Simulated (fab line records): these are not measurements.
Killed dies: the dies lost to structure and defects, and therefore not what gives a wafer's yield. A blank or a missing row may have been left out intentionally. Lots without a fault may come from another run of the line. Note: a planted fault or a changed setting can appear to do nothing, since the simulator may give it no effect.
Which tool did it? | flow sky130 | Sampling: 6 lots, 18 wafers, 3 of 708 route steps

WHAT THE GAUGES READ, wafer by wafer
SKY_CONTACT_THK_MEAS_03.
lot  | measured     | on           | CONTACT_HDPCVD_THK (nm)
L252 | day 30 13:03 | filmMetro-01 | 566 571 568
L254 | day 31 17:46 | filmMetro-01 | 569 579 583
L255 | day 32 06:32 | filmMetro-01 | 570 577 575
L258 | day 32 23:28 | filmMetro-04 | 563 564 572
L260 | day 33 17:26 | filmMetro-01 | 572 570 562
L268 | day 36 11:40 | filmMetro-01 | 557 548 566

TOOL THAT RAN EACH LOT (tool first, then ch and the chambers of the sampled wafers, then the start)
lot  | SKY_SONOS_TUNNEL_STRIP_11      | SKY_LI_CONTACT_CVD_21
L252 | wetBench-01 ch 0, day 11 12:55 | cvdW-01 ch 0,1, day 29 08:36
L254 | wetBench-01 ch 2, day 12 14:07 | cvdW-02 ch 0,1, day 30 11:34
L255 | wetBench-03 ch 1, day 13 02:56 | cvdW-01 ch 0,1, day 31 00:49
L258 | wetBench-04 ch 1, day 13 13:44 | cvdW-02 ch 0,1, day 31 18:55
L260 | wetBench-03 ch 3, day 14 08:28 | cvdW-02 ch 0,1, day 32 12:27
L268 | wetBench-04 ch 2, day 17 10:56 | cvdW-01 ch 0,1, day 35 07:29
- SKY_SONOS_TUNNEL_STRIP_11: strips in SPM, time 600 s.
- SKY_LI_CONTACT_CVD_21: deposits W, target thk 400 nm, time 120.56 s.

THE ANSWER, worked out from the rows above alone
Rule: the usual values come from the lots themselves. Put in order of their means at a reading, lots are off if they are a third of the lots or fewer, leave a main group of 4 or more, and stand apart from it by a gap of 3 or more times the standard deviation of the main group's means; of several such gaps the widest counts. Not used: any main group whose means are identical at the precision the tables above print for the reading. Also off: a lot with no number at a reading for which 4 or more lots have one. All remaining lots with rows at the step are treated as sound.
No lot is off at any reading shown: from this, nothing can be told.

WHAT WAS PUT IN BY THE SIMULATOR
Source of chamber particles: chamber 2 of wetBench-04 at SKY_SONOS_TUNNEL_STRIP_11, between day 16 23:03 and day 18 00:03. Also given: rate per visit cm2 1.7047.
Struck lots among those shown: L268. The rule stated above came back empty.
